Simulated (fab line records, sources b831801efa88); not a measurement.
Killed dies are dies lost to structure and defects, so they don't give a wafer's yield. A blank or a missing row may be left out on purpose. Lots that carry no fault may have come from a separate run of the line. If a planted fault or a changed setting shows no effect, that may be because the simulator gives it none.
fab line records	flow sky130
record lots=12	wafers=36	last-day=50
route steps=708 shown NWELL@67 SONOS_ONO@178 GATE_OXIDE@200 PAD_OPEN@708
lots untouched by any fault: they come from a run of this same line in which no faults occurred
start-h: hours from the record's opening day to when the first of the lot's shown wafers began	wait-h: time in hours since the lot's previous step	" repeats the value in the row above	L1.1+2: one row covering several wafers at once	- no value present, or no start provided	* or withheld: withheld	< > ~ a bound
route shown NAME@n: a module of which the file shows steps, and the number in the route of the first	usual: mean and standard deviation over wafers with no fault	same: alike in all rows	chamber/n: place in a boat	sites: the reading at each site	_std_site: standard deviation across them	_edge_site: inner sites' mean taken away from outer sites' mean	radius-mm: for every site, how far away it sits from the centre of the wafer	mask NAME#n: copy n	behind: the most recent tool/chamber to have shaped the wafer	hold: cause of the lot's hold/its duration in hours/its outcome	device: the n, p or np transistor that did not switch	end of line: at the end of the route, the tests of the same wafers	for a step that has no rows: nothing shown but its recipe	killed: dies lost to structure and defects at the first sort, not the wafer's yield	map: a wafer's dies, marking killed ones x, the rest . and places with no die _
set.NAME: the setting as run; set.NAME@STEP: as run at that earlier step	model.NAME: the simulator's own value behind a step, which no gauge read
one table for each step of the route and one row for each wafer, over a sample of lots
services: the hour from which a tool's chamber was out of use, counted from the record's first day as start-h (under 0 if before that day), plus the number of hours and why
## steps
# step SKY_NWELL_STRIP_14
# recipe chemistry=O2/N2	power-w=1400	pressure-mtorr=1500	platen-temp-c=withheld	o2-flow-sccm=3000	n2-flow-sccm=300	overash-fraction=0.5
# usual drypump-motor-current-A=5.8/0.34	oes-product-au=0.723/0.0044	strip-time-to-endpoint-s=36.94/0.084
lot.wafer	tool	chamber	start-h	wait-h	drypump-motor-current-A	oes-product-au	rf-hours-counter-h	strip-time-to-endpoint-s
L252.2	plasma-asher-01	0	89.91	0.1	6.0	0.728	40	36.87
L252.3	"	1	"	"	5.5	0.726	-	36.85
L252.6	"	1	"	"	5.5	0.717	-	36.88
L253.1	plasma-asher-01	0	95.18	0.1	6.0	0.717	41	36.89
L253.3	"	1	"	"	5.5	0.720	-	37.00
L253.6	"	0	"	"	6.0	0.723	-	36.87
L255.2	plasma-asher-03	0	108.99	0.1	6.1	0.736	40	36.88
L255.3	"	0	"	"	6.1	0.717	-	36.78
L255.6	"	0	"	"	6.1	0.728	-	36.93
L256.2	plasma-asher-03	1	112.18	0.1	5.8	0.727	41	36.81
L256.3	"	1	"	"	5.8	0.723	-	36.82
L256.6	"	1	"	"	5.8	0.720	-	36.87
L257.1	plasma-asher-03	0	116.28	0.1	6.0	0.725	41	36.91
L257.3	"	1	"	"	5.8	0.726	-	36.93
L257.4	"	0	"	"	6.0	0.728	-	36.95
L258.1	plasma-asher-01	1	122.16	0.1	5.5	0.719	0	36.90
L258.4	"	0	"	"	5.9	0.724	-	36.93
L258.5	"	1	"	"	5.5	0.722	-	36.80
L259.1	plasma-asher-02	0	132.58	0.1	5.1	0.721	45	37.08
L259.2	"	1	"	"	6.2	0.720	45	37.06
L259.3	"	1	"	"	6.2	0.722	-	37.08
L260.1	plasma-asher-03	1	145.88	0.1	5.9	0.724	44	37.03
L260.2	"	0	"	"	6.1	0.726	44	37.11
L260.3	"	0	"	"	6.1	0.726	-	36.95
L262.2	plasma-asher-01	1	154.23	0.1	5.5	0.722	4	37.01
L262.4	"	0	"	"	5.9	0.725	-	36.93
L262.6	"	1	"	"	5.5	0.724	-	36.94
L265.2	plasma-asher-01	1	166.38	0.1	5.4	0.709	5	36.97
L265.4	"	0	"	"	6.0	0.722	-	37.02
L265.5	"	1	"	"	5.5	0.729	-	37.03
L267.1	plasma-asher-02	1	179.33	0.1	6.2	0.722	50	36.80
L267.2	"	0	"	"	5.1	0.725	50	36.79
L267.3	"	1	"	"	6.2	0.725	-	36.99
L271.4	plasma-asher-03	0	205.11	0.1	6.1	0.724	-	36.84
L271.5	"	1	"	"	5.8	0.721	-	36.92
L271.6	"	0	"	"	6.1	0.713	-	36.96
# step SKY_SONOS_ONO_EXPOSE_10
# recipe mask-id=ONOM	target-cd-nm=410	na=0.6	source-shape=conventional	sigma-outer=0.6	dose-mj=150
# usual exposure-dose-mJ-cm2=149.95/0.14
lot.wafer	tool	chamber	start-h	wait-h	mask	exposure-dose-mJ-cm2
L252.2	iline-stepper-02	0	272.94	-	ONOM#0	149.82
L252.3	"	0	"	"	ONOM#0	149.73
L252.6	"	0	"	"	ONOM#0	149.84
L253.1	iline-stepper-01	0	281.15	-	ONOM#0	149.77
L253.3	"	0	"	"	ONOM#0	149.98
L253.6	"	0	"	"	ONOM#0	149.81
L255.2	iline-stepper-02	0	298.84	-	ONOM#0	149.81
L255.3	"	0	"	"	ONOM#0	149.94
L255.6	"	0	"	"	ONOM#0	149.77
L256.2	iline-stepper-01	0	304.43	-	ONOM#0	149.80
L256.3	"	0	"	"	ONOM#0	149.58
L256.6	"	0	"	"	ONOM#0	149.83
L257.1	iline-stepper-02	0	312.84	-	ONOM#0	150.10
L257.3	"	0	"	"	ONOM#0	150.04
L257.4	"	0	"	"	ONOM#0	150.03
L258.1	iline-stepper-01	0	318.34	-	ONOM#0	159.70
L258.4	"	0	"	"	ONOM#0	159.49
L258.5	"	0	"	"	ONOM#0	159.47
L259.1	iline-stepper-01	0	337.12	-	ONOM#0	157.53
L259.2	"	0	"	"	ONOM#0	157.54
L259.3	"	0	"	"	ONOM#0	157.35
L260.1	iline-stepper-01	0	353.36	-	ONOM#0	156.23
L260.2	"	0	"	"	ONOM#0	156.18
L260.3	"	0	"	"	ONOM#0	156.14
L262.2	iline-stepper-01	0	367.51	-	ONOM#0	154.95
L262.4	"	0	"	"	ONOM#0	155.08
L262.6	"	0	"	"	ONOM#0	154.92
L265.2	iline-stepper-02	0	386.29	-	ONOM#0	150.00
L265.4	"	0	"	"	ONOM#0	150.07
L265.5	"	0	"	"	ONOM#0	149.88
L267.1	iline-stepper-02	0	396.24	-	ONOM#0	149.71
L267.2	"	0	"	"	ONOM#0	150.04
L267.3	"	0	"	"	ONOM#0	149.89
L271.4	iline-stepper-02	0	429.08	-	ONOM#0	150.04
L271.5	"	0	"	"	ONOM#0	150.00
L271.6	"	0	"	"	ONOM#0	149.69
# step SKY_SONOS_ONO_CD_MEAS_13
# recipe target-cd-nm=410
# usual cd-nm=410.4/2
lot.wafer	tool	chamber	start-h	wait-h	cd-nm
L252.2	cd-sem-01	-	285.31	0.1	413.7
L252.3	"	-	"	"	412.2
L252.6	"	-	"	"	414.4
L253.1	cd-sem-01	-	293.72	0.1	410.1
L253.3	"	-	"	"	408.2
L253.6	"	-	"	"	410.5
L255.2	cd-sem-01	-	311.76	0.1	412.7
L255.3	"	-	"	"	410.8
L255.6	"	-	"	"	410.3
L256.2	cd-sem-01	-	316.91	0.1	408.9
L256.3	"	-	"	"	411.5
L256.6	"	-	"	"	408.5
L257.1	cd-sem-02	-	325.74	0.1	408.7
L257.3	"	-	"	"	407.3
L257.4	"	-	"	"	408.4
L258.1	cd-sem-02	-	330.99	0.1	394.7
L258.4	"	-	"	"	393.4
L258.5	"	-	"	"	391.7
L259.1	cd-sem-02	-	350.79	0.1	394.4
L259.2	"	-	"	"	395.3
L259.3	"	-	"	"	396.0
L260.1	cd-sem-01	-	366.77	0.1	399.7
L260.2	"	-	"	"	398.7
L260.3	"	-	"	"	399.5
L262.2	cd-sem-02	-	380.94	0.1	402.5
L262.4	"	-	"	"	402.2
L262.6	"	-	"	"	403.8
L265.2	cd-sem-01	-	400.96	0.1	406.8
L265.4	"	-	"	"	405.5
L265.5	"	-	"	"	407.6
L267.1	cd-sem-01	-	411.17	0.1	408.1
L267.2	"	-	"	"	411.1
L267.3	"	-	"	"	412.6
L271.4	cd-sem-01	-	443.83	0.1	412.5
L271.5	"	-	"	"	413.7
L271.6	"	-	"	"	413.1
# step SKY_GATE_OXIDE_STRIP_13
# recipe chemistry=O2/N2	power-w=1400	pressure-mtorr=1500	platen-temp-c=withheld	o2-flow-sccm=3000	n2-flow-sccm=300	overash-fraction=0.5
# usual drypump-motor-current-A=5.8/0.36	oes-product-au=0.715/0.0044	strip-time-to-endpoint-s=14.17/0.042
lot.wafer	tool	chamber	start-h	wait-h	drypump-motor-current-A	oes-product-au	rf-hours-counter-h	strip-time-to-endpoint-s
L252.2	plasma-asher-01	0	314.72	0.0	6.0	0.708	20	14.18
L252.3	"	1	"	"	5.5	0.714	-	14.16
L252.6	"	0	"	"	6.0	0.716	-	14.20
L253.1	plasma-asher-03	1	321.59	0.0	5.8	0.711	59	14.16
L253.3	"	0	"	"	6.1	0.723	-	14.15
L253.6	"	1	"	"	5.8	0.718	-	14.15
L255.2	plasma-asher-03	0	341.71	0.0	6.1	0.716	61	14.20
L255.3	"	0	"	"	6.1	0.717	-	14.15
L255.6	"	1	"	"	5.9	0.722	-	14.20
L256.2	plasma-asher-03	1	347.71	0.0	5.8	0.719	62	14.15
L256.3	"	1	"	"	5.8	0.714	-	14.18
L256.6	"	0	"	"	6.1	0.718	-	14.16
L257.1	plasma-asher-04	1	355.44	0.0	4.9	0.715	55	14.13
L257.3	"	1	"	"	4.9	0.714	-	14.07
L257.4	"	0	"	"	6.1	0.707	-	14.11
L258.1	plasma-asher-03	1	360.54	0.0	5.8	0.713	63	14.14
L258.4	"	1	"	"	5.8	0.721	-	14.14
L258.5	"	0	"	"	6.1	0.715	-	14.12
L259.1	plasma-asher-03	1	380.73	0.0	5.9	0.709	65	14.07
L259.2	"	0	"	"	6.1	0.717	65	14.12
L259.3	"	1	"	"	5.8	0.717	-	14.14
L260.1	plasma-asher-04	0	403.45	0.0	6.1	0.716	59	14.22
L260.2	"	1	"	"	4.9	0.717	59	14.23
L260.3	"	0	"	"	6.1	0.712	-	14.23
L262.2	plasma-asher-03	0	414.91	0.0	6.0	0.711	69	14.13
L262.4	"	0	"	"	6.0	0.712	-	14.14
L262.6	"	1	"	"	5.8	0.714	-	14.14
L265.2	plasma-asher-03	0	432.91	0.0	6.1	0.712	0	14.17
L265.4	"	1	"	"	5.9	0.716	-	14.18
L265.5	"	1	"	"	5.8	0.714	-	14.16
L267.1	plasma-asher-01	0	446.11	0.0	6.0	0.719	31	14.10
L267.2	"	1	"	"	5.5	0.718	31	14.11
L267.3	"	0	"	"	5.9	0.711	-	14.17
L271.4	plasma-asher-03	0	476.61	0.0	6.1	0.709	-	14.10
L271.5	"	1	"	"	5.9	0.713	-	14.15
L271.6	"	0	"	"	6.1	0.706	-	14.15
# step SKY_GATE_OXIDE_TW_MEAS_14
# usual GATE_OXIDE_TW=222.9/1.5
lot.wafer	tool	chamber	start-h	wait-h	GATE_OXIDE_TW
L252.2	film-metro-01	-	314.83	0.1	224.2
L252.3	"	-	"	"	225.4
L252.6	"	-	"	"	225.8
L253.1	film-metro-01	-	321.69	0.1	224.6
L253.3	"	-	"	"	225.8
L253.6	"	-	"	"	225.1
L255.2	film-metro-03	-	341.82	0.1	222.5
L255.3	"	-	"	"	223.0
L255.6	"	-	"	"	222.7
L256.2	film-metro-02	-	347.82	0.1	220.5
L256.3	"	-	"	"	221.2
L256.6	"	-	"	"	219.7
L257.1	film-metro-02	-	355.54	0.1	220.6
L257.3	"	-	"	"	221.6
L257.4	"	-	"	"	221.6
L258.1	film-metro-02	-	360.64	0.1	223.6
L258.4	"	-	"	"	223.3
L258.5	"	-	"	"	223.2
L259.1	film-metro-02	-	380.83	0.1	222.3
L259.2	"	-	"	"	221.6
L259.3	"	-	"	"	223.1
L260.1	film-metro-03	-	403.55	0.1	221.3
L260.2	"	-	"	"	220.4
L260.3	"	-	"	"	221.2
L262.2	film-metro-03	-	415.02	0.1	221.7
L262.4	"	-	"	"	222.9
L262.6	"	-	"	"	220.5
L265.2	film-metro-03	-	433.02	0.1	221.6
L265.4	"	-	"	"	222.4
L265.5	"	-	"	"	222.1
L267.1	film-metro-01	-	446.21	0.1	224.7
L267.2	"	-	"	"	226.2
L267.3	"	-	"	"	225.4
L271.4	film-metro-02	-	476.71	0.1	222.5
L271.5	"	-	"	"	223.5
L271.6	"	-	"	"	222.7
# step SKY_PAD_OPEN_PROBE_99
# usual killed_at_M0_to_M3=46/6.7	killed_at_M4_up=3.3/2	killed-at-contacts=24/5.4	killed-at-front-end=15/4.3	killed-at-other=0.4/0.64	killed-dies=89/9.1	killed-open=48/7.2	killed-short=40/6.3
# same gross-dies=492	killed-at-back-side=0
lot.wafer	tool	chamber	start-h	wait-h	killed_at_M0_to_M3	killed_at_M4_up	killed-at-contacts	killed-at-front-end	killed-at-other	killed-dies	killed-open	killed-short
L262.4	prober-02	-	1156.96	0.2	41	3	39	16	0	99	55	44
# killed by level:class
L262.4 CONTACT:geometric-particle:open=16 VIA1:geometric-particle:open=11 LI_CONTACT:geometric-particle:open=8 CONTACT:geometric-particle:short=7 VIA3:geometric-particle:open=7 LI_CONTACT:geometric-particle:short=5 FIELD_ISO:geometric-particle:open=4 FIELD_ISO:geometric-particle:short=4
## services
tool	chamber	start-h	hours	kind
plasma-asher-03	-	66.70	6.9	repair
iline-stepper-01	-	76.88	1.7	pm
plasma-asher-04	-	77.61	2.8	pm
plasma-asher-01	-	108.75	9.0	pm
iline-stepper-02	-	155.46	9.8	repair
plasma-asher-03	-	158.96	5.2	repair
plasma-asher-03	-	168.04	2.3	repair
plasma-asher-03	-	171.45	10.7	repair
plasma-asher-04	-	177.59	1.6	repair
plasma-asher-02	-	185.11	2.8	pm
plasma-asher-01	-	205.00	3.7	repair
iline-stepper-02	-	225.38	1.7	pm
plasma-asher-02	-	238.25	0.4	repair
plasma-asher-02	-	256.03	1.3	repair
plasma-asher-04	-	271.12	1.9	repair
iline-stepper-01	-	295.13	1.7	pm
iline-stepper-02	-	352.29	6.5	repair
plasma-asher-02	-	354.21	5.5	pm
plasma-asher-01	-	394.69	12.0	repair
plasma-asher-03	-	421.25	9.0	pm
plasma-asher-03	0	421.25	9.0	vent-cycle
iline-stepper-02	-	443.56	1.7	pm
plasma-asher-02	-	463.51	2.4	repair
iline-stepper-01	-	464.77	0.8	pm
## key
first-sign step=SKY_SONOS_ONO_EXPOSE_10	reading=exposure-dose-mJ-cm2	direction=up	sigmas=50	usual=*	struck=*
effect step=SKY_SONOS_ONO_CD_MEAS_13	reading=cd-nm	direction=down	sigmas=6.2	usual=410.4	struck=397.7	through=control-loop
met-at SKY_SONOS_ONO_EXPOSE_10
struck-lots L258,L259,L260,L262
tester-left-out L258,L259,L260,L262
loop-trim step=SKY_SONOS_ONO_EXPOSE_10	setting=dose	lots=L259,L260,L262
not-acting-at SKY_NWELL_STRIP_14,SKY_GATE_OXIDE_STRIP_13,SKY_GATE_OXIDE_TW_MEAS_14
onset-between 304.43 318.34
fault kind=process-parameter-drift	tool=iline-stepper-01	chamber=-	onset-h=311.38	steps=SKY_SONOS_ONO_EXPOSE_10	channel=dose-mj	offset=9.6516	shape=step	acts-in=these-recipes-only	stated=150
# tester-left-out: of these lots the tester's yield and bins aren't shown, on N5 and GAA mostly nor the transistor test; their killed dies are dies lost to structure and defects alone, not to doping, threshold or leakage, so they don't give the yield
# loop-trim: a control loop set the setting to another value than it would have without faults
